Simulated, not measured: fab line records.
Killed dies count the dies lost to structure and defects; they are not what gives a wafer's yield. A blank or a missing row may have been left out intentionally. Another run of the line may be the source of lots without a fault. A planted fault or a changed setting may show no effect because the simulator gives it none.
Comparing a struck lot with a sound one || flow sky130 || 16 out of 708 route steps
Sound: the wafers L605.1, L605.5, L605.6. Wafers L596.3, L596.4, L596.6 were the ones struck. The cause is named last.
For every step that has rows: the tool of each side, followed by ch and its chambers, followed by its first start. Under that, the readings that differ: sound wafers || struck wafers || difference of the means || sigmas: that difference in standard deviations of wafers without a fault.
alike: words and numbers the same on both sides, and readings whose means are apart by under 2 such deviations; not compared: readings that were withheld, readings missing a value for some wafer, numbers with overlapping values and no deviation given by the record, and bounds like >300 which may hide the same value.
The two part at a step that has a row with sigmas, a row that says differs or no value, or rows on one side only. When numbers do not overlap yet have no deviation, they are printed without sigmas and do not part them. A reading that every wafer of one side lacks parts them only if that side has two wafers or more.

SKY_LDD_P_OVL_MEAS_08:
  sound: overlay-02 at day 24 19:11; struck: overlay-02 at day 21 03:44
{"reading": "LDD_P_OVL (nm)", "sound": "2.6 1.8 1.6", "struck": "-0.9 -1.6 -1.6", "difference": -3.4, "sigmas": -2}
following that, these wafers have no rows for 1 step: SKY_LDD_P_IMPLANT_09.
SKY_LDD_P_STRIP_10: strips in O2/N2.
  sound on plasmaAsher-03 ch 0,1, day 24 19:22; struck on plasmaAsher-01 ch 0,1, day 21 03:57
  alike: drypumpMotorCurrentA, n2FlowSccm, oesProductAu, stripTimeToEndpointS
  not compared: rfHoursCounterH
SKY_LDD_P_TW_MEAS_11:
  sound: filmMetro-03 at day 24 19:28; struck: filmMetro-04 at day 21 04:02
  alike: LDD_P_TW
then, 7 steps without rows for these wafers: SKY_LDD_HVN_DEHYDRATE_00 (time 60 s); SKY_LDD_HVN_HMDS_01 (prime time 60 s); SKY_LDD_HVN_COAT_02 (resist thk 300 nm); SKY_LDD_HVN_SOFTBAKE_03 (time 60 s); SKY_LDD_HVN_EXPOSE_04 (exposes mask HVNTM, target cd 700 nm); SKY_LDD_HVN_PEB_05; SKY_LDD_HVN_DEVELOP_06 (develop time 60 s).
SKY_LDD_HVN_OVL_MEAS_07:
  sound: overlay-01 at day 26 00:37; struck: overlay-01 at day 22 11:01
  alike: LDD_HVN_OVL
SKY_LDD_HVN_IMPLANT_08:
  sound on implanter-02 ch 0, day 26 00:40; struck on implanter-04 ch 0, day 22 11:05
{"reading": "doseIonsCm2", "sound": "3.004e+13 2.999e+13 2.997e+13", "struck": "2.02e+13 2.014e+13 2.01e+13", "difference": -9.85e+12, "sigmas": "-99 or more"}
{"reading": "faradayCurrentUA", "sound": "171 173 174", "struck": "115 113 112", "difference": -59, "sigmas": -16}
SKY_LDD_HVN_STRIP_09: strips in O2/N2.
  sound on plasmaAsher-01 ch 0,1, day 26 00:49; struck on plasmaAsher-01 ch 0,1, day 22 11:14
  alike: drypumpMotorCurrentA, n2FlowSccm, oesProductAu, stripTimeToEndpointS
  not compared: rfHoursCounterH
SKY_LDD_HVN_TW_MEAS_10:
  sound: filmMetro-03 at day 26 00:55; struck: filmMetro-04 at day 22 11:32
{"reading": "LDD_HVN_TW", "sound": "1457 1466 1469", "struck": "1245 1250 1246", "difference": -217, "sigmas": -14}
  not compared: hold
-- a jump in the record: the struck wafers' starts before and after are 25 days apart (it breaks off in module LDD_HVN and resumes in module PAD_OPEN, where the first step shown is number 708 of the route) --
SKY_PAD_OPEN_PROBE_99:
  sound: prober-01 at day 49 18:59; struck: prober-01 at day 47 05:25
{"reading": "model.etest.tip_n_5v.rsOhmSq", "sound": "1408 1401 1401", "struck": "1841 1836 1836", "difference": "+434", "sigmas": ""}
{"reading": "model.etest.nfetG5v0d10v5.rOnOhmUm", "sound": "1864 1870 1883", "struck": "1964 1945 1951", "difference": "+81", "sigmas": ""}
{"reading": "model.etest.nfetG5v0d10v5.driveUaUm", "sound": "603.9 609 594.4", "struck": "580.8 584.3 589", "difference": -17.7, "sigmas": ""}
{"reading": "model.etest.tip_n_5v.rsOhmSqRange", "sound": "43.33 24.91 31.78", "struck": "45.71 51.7 47.27", "difference": "+14.89", "sigmas": ""}
{"reading": "model.etest.nfet_05v0_nvt.driveUaUm", "sound": "574.8 579.9 567.9", "struck": "562.5 558.5 565.5", "difference": -12.0, "sigmas": ""}
{"reading": "model.etest.ring_5v.delayPs", "sound": "44.45 44.35 44.91", "struck": "45.19 45.24 45.35", "difference": "+0.69", "sigmas": ""}
  alike: killed_at_M0_to_M3, killed_at_M4_up, killedAtContacts, killedAtFrontEnd, killedAtOther, killedDies, killedOpen, killedShort
  not compared: model.etest.nfetG5v0d10v5.vtSatV, model.etest.nfetG5v0d10v5.vtV

## WHERE THEY PART
Earliest at SKY_LDD_P_OVL_MEAS_08; latest, in this record, at SKY_LDD_HVN_TW_MEAS_10. Later steps at which nothing parts them and some readings are alike: SKY_PAD_OPEN_PROBE_99.

WHY: what had been put in by the simulator
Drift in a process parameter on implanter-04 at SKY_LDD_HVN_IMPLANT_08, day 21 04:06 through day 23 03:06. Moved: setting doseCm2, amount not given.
